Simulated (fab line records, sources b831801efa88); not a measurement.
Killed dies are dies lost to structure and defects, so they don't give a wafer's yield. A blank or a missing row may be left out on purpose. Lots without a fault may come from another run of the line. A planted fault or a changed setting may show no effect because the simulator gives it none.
Which tool did it? | flow gf180mcu | 6 lots, 18 wafers sampled, at 4 steps of a route of 602

WHAT THE GAUGES READ, wafer by wafer
GF_TOP_METAL_OVL_MEAS_15.
lot  | measured     | on         | TOP_METAL_OVL (nm)
L915 | day 28 16:11 | overlay-02 | -4.0 -1.9 -3.0
L917 | day 29 01:42 | overlay-01 | -5.1 -4.0 -1.9
L919 | day 29 16:17 | overlay-02 | -0.6 -2.4 -1.1
L923 | day 30 16:50 | overlay-01 | 1.0 -1.0 0.0
L924 | day 31 06:38 | overlay-01 | -3.0 -1.4 -1.0
L936 | day 34 04:11 | overlay-02 | -2.3 -2.8 -1.9

WHICH TOOL RAN EACH LOT (tool, then ch and the chambers of the sampled wafers, then the start)
lot  | GF_V5_SPUTTER_21             | GF_V5_CVD_23                  | GF_TOP_METAL_SPUTTER_00
L915 | pvd_sputter-02, day 27 19:37 | cvd_w-01 ch 0,1, day 27 19:43 | pvd_sputter-03, day 27 20:19
L917 | pvd_sputter-03, day 28 04:56 | cvd_w-02 ch 0,1, day 28 05:02 | pvd_sputter-03, day 28 05:38
L919 | pvd_sputter-04, day 28 20:24 | cvd_w-01 ch 0,1, day 28 20:30 | pvd_sputter-03, day 28 21:05
L923 | pvd_sputter-03, day 29 21:30 | cvd_w-02 ch 0,1, day 29 21:38 | pvd_sputter-01, day 29 22:23
L924 | pvd_sputter-04, day 30 11:31 | cvd_w-01 ch 0,1, day 30 11:37 | pvd_sputter-03, day 30 12:17
L936 | pvd_sputter-04, day 33 12:02 | cvd_w-01 ch 1, day 33 12:08   | pvd_sputter-03, day 33 12:44
- GF_V5_SPUTTER_21: material Ti, target thk 15 nm, time 80.02 s.
- GF_V5_CVD_23: deposits W, target thk 350 nm, time 104.9 s.
- GF_TOP_METAL_SPUTTER_00: material Ti, target thk 37.5 nm, time 150 s.

THE ANSWER, worked out from the rows above alone
Rule: what is usual is taken from the lots themselves. Put in order of their means at a reading, lots are off if they are a third of the lots or fewer, leave a main group of 4 or more, and stand apart from it by a gap of 3 or more times the standard deviation of the main group's means; of several such gaps the widest counts. A main group whose means are all the same, to the digits that the tables above print for the reading, isn't used. A lot without any number at a reading at which 4 lots or more have one is off too. The other lots that the step has rows for count as sound.
No lot is off at any reading shown: from this, nothing can be told.

WHAT THE SIMULATOR HAD PUT IN
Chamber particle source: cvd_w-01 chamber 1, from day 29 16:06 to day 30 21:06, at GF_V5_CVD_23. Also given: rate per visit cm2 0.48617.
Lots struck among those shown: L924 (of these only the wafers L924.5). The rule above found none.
